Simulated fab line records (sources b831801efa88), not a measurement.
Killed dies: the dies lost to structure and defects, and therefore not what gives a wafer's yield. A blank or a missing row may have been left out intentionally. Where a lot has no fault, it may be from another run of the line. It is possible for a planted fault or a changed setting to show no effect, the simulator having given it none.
Code-filled problem report in 8D (eight disciplines) form -- flow gf180mcu -- the parts of the form that need people (team, actions taken, sign-off) are left out

## 1. THE ISSUE
Mean CONTACT_W_RS at GF_CONTACT_RS_MEAS_25: 0.251 ohm/sq over 6 wafers in 2 lots; fault-free wafers: 0.379 ohm/sq, standard deviation 0.0053. That is -24 standard deviations from the usual mean.
The step: measures by four-point-probe.
The first sign was on wafer L170.1 at day 22 05:54, on film_metro-04. At this step, 33 wafers from 11 lots have a number in the record. By rule, "out" or "out of limits" means more than 4 standard deviations away from the usual mean. Any other wafer with a number is counted as sound.

## 2. WHAT IT IS AND WHAT IT IS NOT
question,is,is not
which readings at this step,CONTACT_W_RS,-
which lots,"L170, L171","L156, L158, L159, L160, L161, L172, L173, L174, L176"
which wafers of those lots,all that have a number,-
read on which gauges,"film_metro-01, film_metro-04",film_metro-03
when,from day 22 05:54,"up to then (15 sound wafers); but 12 sound wafers of L172, L173, L174, L176 came after"

## 3. SUSPECTS, AND WHAT RULES EACH OUT
Counting: a tool at any process step up to the reading remains a suspect when it ran all the lots that are out and ran no sound lot after the first of those.
- the gauge at GF_CONTACT_RS_MEAS_25 has been ruled out. 2 gauges (film_metro-01, film_metro-04) read the wafers that are out.
- plasma_asher-01 at GF_SAB_STRIP_13 (strips in O2/N2): kept. It processed each lot that is out, first L170 at day 21 03:36, and no sound lot thereafter; up to then, the last sound lot it processed was L160 at day 17 22:09.
- cvd_w-01 at GF_CONTACT_CVD_24 (deposits W, target thk 300 nm, time 90.339 s): kept. It processed each lot that is out, first L170 at day 22 05:48, and no sound lot thereafter; up to then, the last sound lot it processed was L160 at day 18 23:59. On those wafers its own readings are out: susceptor_temp_C.
What counting leaves: plasma_asher-01 at GF_SAB_STRIP_13 and cvd_w-01 at GF_CONTACT_CVD_24.

## 4. THE CAUSE (what the simulator had put in)
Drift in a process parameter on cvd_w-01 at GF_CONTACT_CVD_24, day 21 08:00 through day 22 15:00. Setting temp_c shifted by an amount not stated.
This tool is one of the 2 suspects left after counting.

## 5. THE CHAIN OF EFFECTS, in route order
Rows list readings where the struck wafers' mean (over those with a number) sits beyond 3 standard deviations from the usual. Scope: only readings with a usual standard deviation given in the record; hours: median across lots of the time from each lot's start at the first step in this table that gives one to its start at this step; sigmas: change in usual standard deviations.
hours,step,reading,usual,on struck wafers,change,sigmas
0,GF_CONTACT_CVD_24,susceptor_temp_C,400.00 C,424.02,+24.02,+99 or more
0,GF_CONTACT_RS_MEAS_25,CONTACT_W_RS,0.379 ohm/sq,0.251,-0.129,-24
0,GF_CONTACT_THK_MEAS_26,CONTACT_W_THK,306 nm,459,+153,+31
0,GF_CONTACT_CMP_27,time_to_endpoint_s,75.5 s,114.0,+38.5,+14
Process steps it contains:
- GF_CONTACT_CVD_24: deposits W, target thk 300 nm, time 90.339 s.
- GF_CONTACT_CMP_27: polishes, stops on SiO2, t overpolish 15 s, target thk 0 nm.

## 6. HOW IT WOULD HAVE BEEN CAUGHT EARLIER
In this record the first reading out of limits at a measuring or inspecting step was taken at day 22 05:54, 22 hours after the fault began at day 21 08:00.
Tool's own readings at GF_CONTACT_CVD_24, susceptor_temp_C: out on all struck wafers the step has rows for; an alarm limit on them would have tripped on the first.
Of the lots that are out (2), L171 began GF_CONTACT_CVD_24 on cvd_w-01 after day 22 05:54. Holding the tool at that time would have saved it.
